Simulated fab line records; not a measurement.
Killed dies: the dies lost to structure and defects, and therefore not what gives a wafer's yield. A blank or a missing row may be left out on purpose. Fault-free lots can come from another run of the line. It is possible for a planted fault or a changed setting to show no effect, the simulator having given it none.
fab line records + flow sky130
record
- lots=15
- wafers=43
- last-day=50
route steps=708 shown VT_ADJUST_NCORE@122
lots untouched by any fault: they come from a run of this same line in which no faults occurred
start-h: the number of hours between the record's first day and the start of the first shown wafer of the lot + wait-h: how many hours have passed since the lot's step before this one + " unchanged from the row above + L1.1+2: a single row standing in for several wafers + - no value, or no start was given + * or withheld: withheld + < > ~ a bound
route shown NAME@n: a module of which the file shows steps, and the number in the route of the first + usual: the fault-free wafers' mean and standard deviation + same: alike in all rows + chamber/n: place in a boat + sites: readings site by site + _std_site: the values' standard deviation + _edge_site: the outer-site mean with the inner-site mean subtracted + radius-mm: how far each site lies from the wafer's centre + mask NAME#n: copy n + behind: the most recent tool/chamber to have shaped the wafer + hold: cause of the lot's hold/its duration in hours/its outcome + device: which transistor (n, p or np) failed to switch + end of line: tests of these same wafers at the route's end + where a step has no rows: the recipe by itself + killed: count of dies lost to structure and defects at first sort (not the wafer's yield) + map: dies across one wafer; x = killed, . = not, _ = none there
set.NAME: the setting that was run; set.NAME@STEP: the one run at that earlier step + model.NAME: the simulator's own value behind a step, which no gauge read
one table for each step of the route and one row for each wafer, over a sample of lots
## steps
# step SKY_VT_ADJUST_NCORE_SOFTBAKE_03
# recipe
- temp-c=90
- time-s=60
- resist=NOVOLAK
# usual
- heater-power-total-W=56.59/0.047
- run-length-s=89.02/0.13
| lot.wafer | tool           | chamber | start-h | wait-h | heater-power-total-W | run-length-s |
|-----------|----------------|---------|---------|--------|----------------------|--------------|
| L765.1    | litho-track-03 | 0       | 173.45  | 0.1    | 56.57                | 89.08        |
| L765.4    | "              | 0       | "       | "      | 56.66                | 89.08        |
| L765.6    | "              | 0       | "       | "      | 56.51                | 88.99        |
| L766.4    | litho-track-03 | 0       | 179.17  | 0.1    | 56.64                | 89.36        |
| L766.5    | "              | 0       | "       | "      | 56.65                | 89.29        |
| L766.6    | "              | 0       | "       | "      | 56.58                | 88.92        |
| L767.1    | litho-track-01 | 0       | 184.29  | 0.1    | 56.59                | 88.84        |
| L767.3    | "              | 0       | "       | "      | 56.51                | 89.06        |
| L767.6    | "              | 0       | "       | "      | 56.66                | 88.85        |
| L769.2    | litho-track-03 | 0       | 198.52  | 0.1    | 56.56                | 89.04        |
| L769.3    | "              | 0       | "       | "      | 56.57                | 89.04        |
| L769.4    | "              | 0       | "       | "      | 56.52                | 89.00        |
| L770.2    | litho-track-02 | 0       | 205.38  | 0.1    | 56.55                | 89.31        |
| L770.3    | "              | 0       | "       | "      | 56.69                | 88.91        |
| L770.6    | "              | 0       | "       | "      | 56.69                | 88.91        |
| L771.1    | litho-track-02 | 0       | 214.06  | 0.1    | 56.58                | 89.31        |
| L771.2    | "              | 0       | "       | "      | 56.57                | 89.12        |
| L771.5    | "              | 0       | "       | "      | 56.56                | 88.89        |
| L772.3    | litho-track-02 | 0       | 218.71  | 0.1    | 56.71                | 88.94        |
| L772.4    | "              | 0       | "       | "      | 56.55                | 89.04        |
| L772.5    | "              | 0       | "       | "      | 56.64                | 89.22        |
| L773.1    | litho-track-01 | 0       | 224.29  | 0.1    | 56.48                | 88.87        |
| L773.3    | "              | 0       | "       | "      | 56.52                | 88.86        |
| L773.4    | "              | 0       | "       | "      | 56.58                | 89.22        |
| L778.1    | litho-track-02 | 0       | 266.21  | 0.1    | 56.54                | 88.88        |
| L778.3    | "              | 0       | "       | "      | 56.52                | 88.99        |
| L778.5    | "              | 0       | "       | "      | 56.59                | 89.00        |
| L781.4    | litho-track-03 | 0       | 282.67  | 0.1    | 56.63                | 88.96        |
| L781.5    | "              | 0       | "       | "      | 56.54                | 89.03        |
| L781.6    | "              | 0       | "       | "      | 62.25                | 74.38        |
| L783.2    | litho-track-03 | 0       | 296.37  | 0.1    | 62.27                | 74.47        |
| L783.6    | "              | 0       | "       | "      | 62.24                | 74.52        |
| L784.2    | litho-track-03 | 0       | 305.92  | 0.1    | 62.17                | 74.19        |
| L784.5    | "              | 0       | "       | "      | 56.56                | 89.13        |
| L786.1    | litho-track-02 | 0       | 314.66  | 0.1    | 56.59                | 88.99        |
| L786.2    | "              | 0       | "       | "      | 56.61                | 89.19        |
| L786.6    | "              | 0       | "       | "      | 56.61                | 89.12        |
| L787.1    | litho-track-01 | 0       | 324.64  | 0.1    | 56.66                | 89.12        |
| L787.2    | "              | 0       | "       | "      | 56.60                | 88.94        |
| L787.4    | "              | 0       | "       | "      | 56.42                | 88.83        |
| L788.1    | litho-track-01 | 0       | 331.94  | 0.1    | 56.67                | 88.88        |
| L788.4    | "              | 0       | "       | "      | 56.61                | 89.05        |
| L788.5    | "              | 0       | "       | "      | 56.62                | 88.86        |
## key
first-sign
- step=SKY_VT_ADJUST_NCORE_SOFTBAKE_03
- reading=heater-power-total-W
- direction=up
- sigmas=99+
- usual=*
- struck=*
effect
- step=SKY_VT_ADJUST_NCORE_SOFTBAKE_03
- reading=run-length-s
- direction=down
- sigmas=99+
- usual=*
- struck=*
met-at SKY_VT_ADJUST_NCORE_SOFTBAKE_03
struck-lots L781,L783,L784
struck-wafers L781.6,L783.2,L783.6,L784.2
tester-left-out L781,L783,L784
onset-between 198.52 282.67
fault
- kind=process-parameter-drift
- tool=litho-track-03
- chamber=-
- onset-h=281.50
- steps=SKY_VT_ADJUST_NCORE_SOFTBAKE_03
- channel=time-s
- offset=*
- shape=step
- end-h=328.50
- scope=struck-wafers-only
- acts-in=*
- stated=*
# tester-left-out: of these lots the tester's yield and bins aren't shown, on N5 and GAA mostly nor the transistor test; their killed dies are dies lost to structure and defects alone, not to doping, threshold or leakage, so they don't give the yield
